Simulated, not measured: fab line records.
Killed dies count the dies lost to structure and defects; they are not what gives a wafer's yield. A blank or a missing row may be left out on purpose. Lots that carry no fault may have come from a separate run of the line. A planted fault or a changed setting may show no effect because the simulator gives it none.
What tool caused it?	flow sky130	10 lots with 30 wafers sampled at 6 steps, on a route of 708 steps

== WHAT THE GAUGES READ, wafer by wafer ==
SKY_SPACER_THK_MEAS_01. Usual: SPACER_CVD_00_THK 42.8 nm, standard deviation 0.47.
lot	measured	on	SPACER_CVD_00_THK (nm)	flag
L463	day 23 08:22	film_metro-03	42.1 42.1 42.1	
L466	day 24 15:26	film_metro-04	42.4 42.6 42.3	
L467	day 24 22:17	film_metro-03	42.6 42.8 42.8	
L468	day 25 16:13	film_metro-04	43.5 43.5 43.4	
L469	day 25 20:56	film_metro-03	42.2 42.2 42.5	
L470	day 26 02:06	film_metro-03	43.9 43.4 43.5	
L471	day 26 08:02	film_metro-04	43.7 43.5 43.4	
L473	day 27 13:49	film_metro-03	50.5 50.4 50.5	OFF
L474	day 27 23:15	film_metro-04	49.6 49.6 49.5	OFF
L475	day 28 00:35	film_metro-04	50.6 50.8 50.2	OFF

SKY_METAL1_THK_MEAS_06: measures by xrf. Usual: METAL1_ALCU_THK 251 nm, standard deviation 3.7.
lot	measured	on	METAL1_ALCU_THK (nm)	flag
L463	day 31 23:16	film_metro-03	247 247 248	
L466	day 33 04:43	film_metro-03	248 248 251	
L467	day 33 09:23	film_metro-04	248 245 248	
L468	day 34 01:40	film_metro-03	251 252 254	
L469	day 34 06:54	film_metro-03	260 258 261	
L470	day 34 11:41	film_metro-04	250 246 248	
L471	day 34 15:04	film_metro-04	245 244 243	
L473	day 35 22:44	film_metro-02	246 246 248	
L474	day 36 04:08	film_metro-02	253 251 254	
L475	day 36 05:07	film_metro-02	251 253 249	

== WHAT TOOL EACH LOT RAN ON (gives the tool, then ch and the chambers of the sampled wafers, and finally the start) ==
lot	SKY_FIELD_ISO_STRIP_16	SKY_SPACER_CVD_00	SKY_SPACER_ETCHBACK_02	SKY_METAL1_SPUTTER_03
L463	plasma_asher-02 ch 0,1, day 2 09:29	lpcvd-02 ch 0, day 23 07:10	rie_diel-02 ch 0,2,3, day 23 08:26	pvd_sputter-04, day 31 23:05
L466	plasma_asher-03 ch 0,1, day 3 02:14	lpcvd-02 ch 0, day 24 14:13	rie_diel-03 ch 0,1,2, day 24 15:29	pvd_sputter-01, day 33 04:31
L467	plasma_asher-03 ch 0, day 3 06:55	lpcvd-02 ch 0, day 24 21:05	rie_diel-01 ch 0,2,3, day 24 22:21	pvd_sputter-03, day 33 09:11
L468	plasma_asher-03 ch 0,1, day 3 11:56	lpcvd-02 ch 1, day 25 15:01	rie_diel-02 ch 0,2, day 25 16:17	pvd_sputter-01, day 34 01:29
L469	plasma_asher-04 ch 0,1, day 3 17:47	lpcvd-02 ch 1, day 25 19:43	rie_diel-02 ch 0,1,2, day 25 20:59	pvd_sputter-01, day 34 06:43
L470	plasma_asher-04 ch 0,1, day 3 22:29	lpcvd-02 ch 0, day 26 00:53	rie_diel-01 ch 0,2,3, day 26 02:09	pvd_sputter-01, day 34 11:29
L471	plasma_asher-04 ch 0,1, day 4 03:47	lpcvd-02 ch 0, day 26 06:50	rie_diel-03 ch 0,1,3, day 26 08:06	pvd_sputter-04, day 34 14:53
L473	plasma_asher-02 ch 0,1, day 4 13:50	lpcvd-02 ch 1, day 27 12:35	rie_diel-01 ch 1,2,3, day 27 13:51	pvd_sputter-03, day 35 22:31
L474	plasma_asher-03 ch 0,1, day 4 20:07	lpcvd-02 ch 0, day 27 22:03	rie_diel-03 ch 1,3, day 27 23:19	pvd_sputter-03, day 36 03:57
L475	plasma_asher-02 ch 0,1, day 5 00:40	lpcvd-02 ch 0, day 27 23:23	rie_diel-02 ch 0,1,3, day 28 00:39	pvd_sputter-01, day 36 04:56
- SKY_FIELD_ISO_STRIP_16: strips in O2/N2.
- SKY_SPACER_CVD_00: deposits Si3N4 from DCS/NH3, target thk 43.1 nm, time 740 s.
- SKY_SPACER_ETCHBACK_02: etches Si3N4 in CH3F/O2, stops on SiO2, time 46.7 s, target depth 45 nm.
- SKY_METAL1_SPUTTER_03: material Ti, target thk 5 nm, time 3.3 s.

== WHAT THE TOOLS THEMSELVES READ (means of the sampled wafers that have a number; where no wafer has one, the mark that the record gives instead) ==
SKY_FIELD_ISO_STRIP_16. Usual: chamber_pressure_mTorr 1500.0 mTorr, standard deviation 1.4; drypump_motor_current_A 5.8 A, standard deviation 0.44; oes_product_au 0.380 a.u., standard deviation 0.0044; strip_time_to_endpoint_s 3.61 s, standard deviation 0.036.
lot	tool	chamber_pressure_mTorr (mTorr)	drypump_motor_current_A (A)	oes_product_au (a.u.)	strip_time_to_endpoint_s (s)	flag
L463	plasma_asher-02	1500.9	5.2	0.380	3.60	
L466	plasma_asher-03	1500.7	6.2	0.379	3.61	
L467	plasma_asher-03	1500.1	6.3	0.379	3.59	
L468	plasma_asher-03	1500.6	6.0	0.383	3.65	
L469	plasma_asher-04	1500.0	6.0	0.382	3.60	
L470	plasma_asher-04	1500.9	6.0	0.382	3.62	
L471	plasma_asher-04	1501.0	5.8	0.384	3.65	
L473	plasma_asher-02	1501.3	5.2	0.378	3.61	
L474	plasma_asher-03	1499.8	6.0	0.380	3.62	
L475	plasma_asher-02	1499.8	5.2	0.378	3.62	

SKY_SPACER_CVD_00. Usual: pressure_mtorr is 249.8 mTorr with standard deviation 0.54, spike_tc_bottom_C is 791.2 C with standard deviation 1, spike_tc_centre_C is 772.3 C with standard deviation 1.2, spike_tc_lower_C is 770.9 C with standard deviation 2.1, spike_tc_top_C is 783.0 C with standard deviation 2, spike_tc_upper_C is 770.4 C with standard deviation 1, and susceptor_temp_C is 770.0 C with standard deviation 0.33.
lot	tool	pressure_mtorr (mTorr)	spike_tc_bottom_C (C)	spike_tc_centre_C (C)	spike_tc_lower_C (C)	spike_tc_top_C (C)	spike_tc_upper_C (C)	susceptor_temp_C (C)	flag
L463	lpcvd-02	250.0	791.2	772.8	772.3	784.3	770.7	769.8	
L466	lpcvd-02	249.2	790.1	772.1	772.3	784.6	770.0	770.1	
L467	lpcvd-02	249.1	789.9	774.2	771.6	783.9	771.5	770.1	
L468	lpcvd-02	249.5	791.9	772.2	768.5	779.9	769.8	770.1	
L469	lpcvd-02	250.1	791.0	771.8	768.6	781.3	770.6	770.6	
L470	lpcvd-02	250.2	791.7	772.5	771.9	783.8	770.6	769.8	
L471	lpcvd-02	250.4	791.0	772.2	771.7	784.4	770.5	769.6	
L473	lpcvd-02	249.8	801.0	779.4	775.8	789.0	778.5	778.7	OFF
L474	lpcvd-02	249.6	799.6	781.3	780.0	792.8	780.1	778.0	OFF
L475	lpcvd-02	249.8	799.0	781.5	780.7	792.3	779.4	778.6	OFF

SKY_SPACER_ETCHBACK_02. Usual: chamber_pressure_mTorr 24.998 mTorr, standard deviation 0.023; drypump_motor_current_A 5.7 A, standard deviation 0.39; oes_product_au 0.851 a.u., standard deviation 0.0075; throttle_valve_pct 10.562 %, standard deviation 0.0097.
lot	tool	chamber_pressure_mTorr (mTorr)	drypump_motor_current_A (A)	oes_product_au (a.u.)	throttle_valve_pct (%)	flag
L463	rie_diel-02	25.004	6.1	0.842	10.562	
L466	rie_diel-03	24.993	5.5	0.846	10.561	
L467	rie_diel-01	24.985	5.7	0.848	10.559	
L468	rie_diel-02	25.016	6.0	0.861	10.561	
L469	rie_diel-02	24.999	5.8	0.842	10.565	
L470	rie_diel-01	24.990	5.7	0.864	10.563	
L471	rie_diel-03	24.985	5.6	0.858	10.557	
L473	rie_diel-01	24.996	5.8	0.936	10.570	OFF
L474	rie_diel-03	25.019	5.4	0.924	10.575	OFF
L475	rie_diel-02	25.013	5.8	0.938	10.569	OFF

SKY_METAL1_SPUTTER_03. Usual: 30.9 % for throttle_valve_pct, sd 1.1.
lot	tool	throttle_valve_pct (%)	flag
L463	pvd_sputter-04	30.6	
L466	pvd_sputter-01	31.5	
L467	pvd_sputter-03	30.9	
L468	pvd_sputter-01	30.3	
L469	pvd_sputter-01	30.4	
L470	pvd_sputter-01	30.9	
L471	pvd_sputter-04	30.9	
L473	pvd_sputter-03	30.7	
L474	pvd_sputter-03	31.5	
L475	pvd_sputter-01	31.1	

== THE ANSWER, worked out from the rows above alone ==
Rule: a lot counts as off when the mean over its wafers that have a number is more than 3 standard deviations away from the usual mean. Also off: a lot with no number at a reading for which 4 or more lots have one. The other lots that the step has rows for count as sound. After the gauges, taken in route order, come the tools' own readings; for these a lot's mean is taken, as printed above. The first step at which some lot is off is used, and at that step the reading that is off furthest; a lot without a number counts as furthest.
Off: L473, L474, L475, seen at SKY_SPACER_THK_MEAS_01 (SPACER_CVD_00_THK).
If a tool, at a process step before that reading, ran all the lots that are off and no sound lot after the first of them, it fits. The gauges at SKY_SPACER_THK_MEAS_01 aren't tried: what is off there is off at SKY_SPACER_CVD_00 too, on other tools, and a gauge's error can't cause that. One fits: SKY_SPACER_CVD_00 on lpcvd-02. Its last sound lot is L471 (day 26 06:50), its first lot that is off L473 (day 27 12:35): a fault that began between those two fits.
The tool's own readings at SKY_SPACER_CVD_00 bear it out: on the lots that are off they differ by more than 5 times the standard deviation of the sound lots' means. spike_tc_bottom_C reads 799.9 C there against 791.0 C on the sound lots; spike_tc_centre_C reads 780.7 C there against 772.5 C on the sound lots; spike_tc_lower_C reads 778.8 C there against 771.0 C on the sound lots; spike_tc_upper_C reads 779.3 C there against 770.5 C on the sound lots; susceptor_temp_C reads 778.4 C there against 770.0 C on the sound lots.

== WHAT THE SIMULATOR PUT IN ==
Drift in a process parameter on lpcvd-02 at SKY_SPACER_CVD_00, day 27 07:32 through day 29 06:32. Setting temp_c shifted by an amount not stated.
Lots struck among those shown: L473, L474, L475. The rule given above showed the same thing.
